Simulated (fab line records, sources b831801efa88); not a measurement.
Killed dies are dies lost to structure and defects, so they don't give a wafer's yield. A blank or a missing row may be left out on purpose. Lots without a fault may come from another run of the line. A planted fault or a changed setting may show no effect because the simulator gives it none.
Which tool did it? | flow sky130 | 12 lots, 36 wafers sampled, at 5 steps of a route of 708

WHAT THE GAUGES READ, wafer by wafer
The record holds no reading of a measuring or inspecting step that can be judged against a usual standard deviation.

WHICH TOOL RAN EACH LOT (tool, then ch and the chambers of the sampled wafers, then the start)
lot  | SKY_FIELD_ISO_ETCH_14             | SKY_FIELD_ISO_CMP_27         | SKY_FIELD_ISO_WET_ETCH_29      | SKY_VT_ADJUST_HVTP_STRIP_10          | SKY_PAD_OPEN_PROBE_99
L779 | rie_diel-01 ch 0,1,3, day 2 06:59 | cmp-01 ch 1,2, day 2 10:31   | wet_bench-02 ch 1, day 2 10:50 | plasma_asher-04 ch 0,1, day 6 04:10  | -
L780 | rie_diel-03 ch 0,3, day 2 12:11   | cmp-01 ch 0,2,3, day 2 16:11 | wet_bench-03 ch 1, day 2 16:30 | plasma_asher-01 ch 0,1, day 6 12:38  | -
L781 | rie_diel-03 ch 2,3, day 2 16:43   | cmp-01 ch 1,2,3, day 2 21:32 | wet_bench-02 ch 0, day 2 21:52 | plasma_asher-02 ch 0,1, day 6 19:09  | -
L782 | rie_diel-03 ch 1,2,3, day 2 20:41 | cmp-02 ch 0,1, day 3 02:45   | wet_bench-04 ch 0, day 3 03:02 | plasma_asher-02 ch 0,1, day 7 01:54  | -
L785 | rie_diel-02 ch 0,2,3, day 3 12:23 | cmp-01 ch 1,2,3, day 3 16:36 | wet_bench-04 ch 1, day 3 16:49 | plasma_asher-02 ch 0,1, day 7 15:50  | -
L788 | rie_diel-02 ch 0,3, day 4 03:55   | cmp-02 ch 0,2,3, day 4 09:17 | wet_bench-04 ch 0, day 4 09:31 | plasma_asher-01 ch 0,1, day 8 13:30  | -
L789 | rie_diel-03 ch 0,1,2, day 4 08:37 | cmp-01 ch 0,1,2, day 4 14:02 | wet_bench-02 ch 2, day 4 14:16 | plasma_asher-04 ch 0,1, day 8 21:58  | -
L794 | rie_diel-01 ch 0,1, day 5 12:41   | cmp-02 ch 0,2, day 5 17:27   | wet_bench-03 ch 1, day 5 17:46 | -                                    | prober-01, day 49 19:27
L795 | rie_diel-01 ch 0,1,3, day 5 17:11 | cmp-02 ch 1,2, day 5 21:04   | wet_bench-02 ch 3, day 5 21:20 | -                                    | prober-02, day 50 02:33
L799 | rie_diel-01 ch 2,3, day 6 13:02   | cmp-02 ch 0,1,3, day 6 18:13 | wet_bench-02 ch 1, day 6 18:23 | plasma_asher-01 ch 0,1, day 11 13:20 | -
L801 | rie_diel-01 ch 0,1,2, day 6 23:38 | cmp-02 ch 1,2,3, day 7 09:44 | wet_bench-03 ch 2, day 7 10:00 | plasma_asher-04 ch 0,1, day 12 07:37 | -
L802 | rie_diel-03 ch 2,3, day 7 04:07   | cmp-01 ch 0,1, day 7 11:11   | wet_bench-03 ch 2, day 7 11:30 | plasma_asher-02 ch 0,1, day 12 11:25 | -
- SKY_FIELD_ISO_ETCH_14: etches BARC in N2/H2, stops on SiO2, time 45.9 s, target depth 60 nm.
- SKY_FIELD_ISO_CMP_27: polishes, stops on Si3N4, t overpolish 17.05 s, target thk 457.8 nm.
- SKY_FIELD_ISO_WET_ETCH_29: etches Si3N4 in H3PO4, target depth 160 nm, time 1825 s.
- SKY_VT_ADJUST_HVTP_STRIP_10: strips in O2/N2.
- SKY_PAD_OPEN_PROBE_99

WHAT THE TOOLS THEMSELVES READ (means of the sampled wafers that have a number; where no wafer has one, the mark that the record gives instead)
SKY_FIELD_ISO_ETCH_14.
lot  | tool        | bias_w (W) | chamber_pressure_mTorr (mTorr) | drypump_motor_current_A (A) | oes_product_au (a.u.) | throttle_valve_pct (%)
L779 | rie_diel-01 | 99.7       | 29.996                         | 5.9                         | 0.858                 | 13.233
L780 | rie_diel-03 | 100.3      | 30.014                         | 5.3                         | 0.853                 | 13.224
L781 | rie_diel-03 | 100.2      | 29.966                         | 5.8                         | 0.852                 | 13.228
L782 | rie_diel-03 | 99.8       | 30.013                         | 5.8                         | 0.861                 | 13.237
L785 | rie_diel-02 | 100.0      | 29.972                         | 5.1                         | 0.855                 | 13.229
L788 | rie_diel-02 | 99.9       | 29.996                         | 5.0                         | 0.856                 | 13.220
L789 | rie_diel-03 | 100.0      | 29.974                         | 5.4                         | 0.862                 | 13.222
L794 | rie_diel-01 | 99.7       | 30.030                         | 5.6                         | 0.858                 | 13.220
L795 | rie_diel-01 | 100.1      | 29.996                         | 5.9                         | 0.855                 | 13.229
L799 | rie_diel-01 | 99.8       | 29.989                         | 6.2                         | 0.851                 | 13.240
L801 | rie_diel-01 | 99.9       | 29.987                         | 5.4                         | 0.853                 | 13.224
L802 | rie_diel-03 | 100.1      | 29.991                         | 5.8                         | 0.857                 | 13.221

SKY_FIELD_ISO_CMP_27.
lot  | tool   | head_pressure_psi (psi) | motor_current_A (A) | overpolish_run_s (s) | retaining_ring_pressure_frac | time_to_endpoint_s (s)
L779 | cmp-01 | 4.011                   | 12.1                | 17.048               | 1.005                        | 108
L780 | cmp-01 | 3.996                   | 12.1                | 17.062               | 1.000                        | 116
L781 | cmp-01 | 3.999                   | 12.3                | 17.049               | 1.003                        | 114
L782 | cmp-02 | 4.005                   | 12.1                | 17.053               | 0.998                        | 115
L785 | cmp-01 | 4.001                   | 12.6                | 17.049               | 0.997                        | 113
L788 | cmp-02 | 4.002                   | 12.0                | 17.065               | 1.002                        | 115
L789 | cmp-01 | 4.006                   | 12.3                | 17.058               | 0.994                        | 114
L794 | cmp-02 | 3.998                   | 12.9                | 17.056               | 1.001                        | 118
L795 | cmp-02 | 4.002                   | 12.6                | 17.053               | 0.992                        | 113
L799 | cmp-02 | 3.994                   | 11.2                | 17.048               | 1.002                        | 111
L801 | cmp-02 | 4.007                   | 12.0                | 17.055               | 0.997                        | 116
L802 | cmp-01 | 3.990                   | 12.4                | 17.046               | 0.995                        | 122

SKY_FIELD_ISO_WET_ETCH_29.
lot  | tool         | bath_guard_temp_C (C) | bath_heat_duty_pct (%)
L779 | wet_bench-02 | 159.0                 | 27
L780 | wet_bench-03 | 159.5                 | 27
L781 | wet_bench-02 | 159.7                 | 26
L782 | wet_bench-04 | 160.1                 | 27
L785 | wet_bench-04 | 160.3                 | 24
L788 | wet_bench-04 | 160.2                 | 28
L789 | wet_bench-02 | 160.6                 | 23
L794 | wet_bench-03 | -                     | -
L795 | wet_bench-02 | -                     | -
L799 | wet_bench-02 | 159.2                 | 26
L801 | wet_bench-03 | 159.9                 | 33
L802 | wet_bench-03 | 159.4                 | 33

SKY_VT_ADJUST_HVTP_STRIP_10.
lot  | tool            | drypump_motor_current_A (A) | oes_product_au (a.u.) | strip_time_to_endpoint_s (s)
L779 | plasma_asher-04 | 5.70                        | 0.713                 | 14.21
L780 | plasma_asher-01 | 5.67                        | 0.716                 | 14.19
L781 | plasma_asher-02 | 5.67                        | 0.715                 | 14.11
L782 | plasma_asher-02 | 5.45                        | 0.716                 | 14.27
L785 | plasma_asher-02 | 5.44                        | 0.717                 | 14.19
L788 | plasma_asher-01 | 5.57                        | 0.717                 | 14.19
L789 | plasma_asher-04 | 5.52                        | 0.717                 | 14.10
L799 | plasma_asher-01 | 5.57                        | 0.718                 | 14.20
L801 | plasma_asher-04 | 5.71                        | 0.713                 | 14.19
L802 | plasma_asher-02 | 5.69                        | 0.713                 | 14.23

SKY_PAD_OPEN_PROBE_99.
lot  | tool      | killed_at_M0_to_M3 | killed_at_M4_up | killed_at_contacts | killed_at_front_end | killed_at_other | killed_dies | killed_on_rim | killed_open | killed_short
L794 | prober-01 | 43                 | 2.7             | 17                 | 429                 | 0.3             | 492         | 96            | 39          | 39
L795 | prober-02 | 41                 | 4.7             | 23                 | 423                 | 0.3             | 492         | 96            | 49          | 36

THE ANSWER, worked out from the rows above alone
Rule: what is usual is taken from the lots themselves. Put in order of their means at a reading, lots are off if they are a third of the lots or fewer, leave a main group of 4 or more, and stand apart from it by a gap of 3 or more times the standard deviation of the main group's means; of several such gaps the widest counts. A main group whose means are all the same, to the digits that the tables above print for the reading, isn't used. A lot without any number at a reading at which 4 lots or more have one is off too. The other lots that the step has rows for count as sound. The gauges are gone through in route order, then the tools' own readings, and for those a lot's mean is taken as printed above. The first step at which some lot is off is used, and at that step the reading that is off furthest; a lot without a number counts as furthest.
Off: L794, L795, at SKY_FIELD_ISO_WET_ETCH_29 (bath_guard_temp_C). Without a number there: L794, L795. The main group: mean 159.8 C, standard deviation 0.49.
A tool fits if, at that step or a process step before it, it ran every lot that is off, and no sound lot after the first of them. None of those tried fits.

WHAT THE SIMULATOR HAD PUT IN
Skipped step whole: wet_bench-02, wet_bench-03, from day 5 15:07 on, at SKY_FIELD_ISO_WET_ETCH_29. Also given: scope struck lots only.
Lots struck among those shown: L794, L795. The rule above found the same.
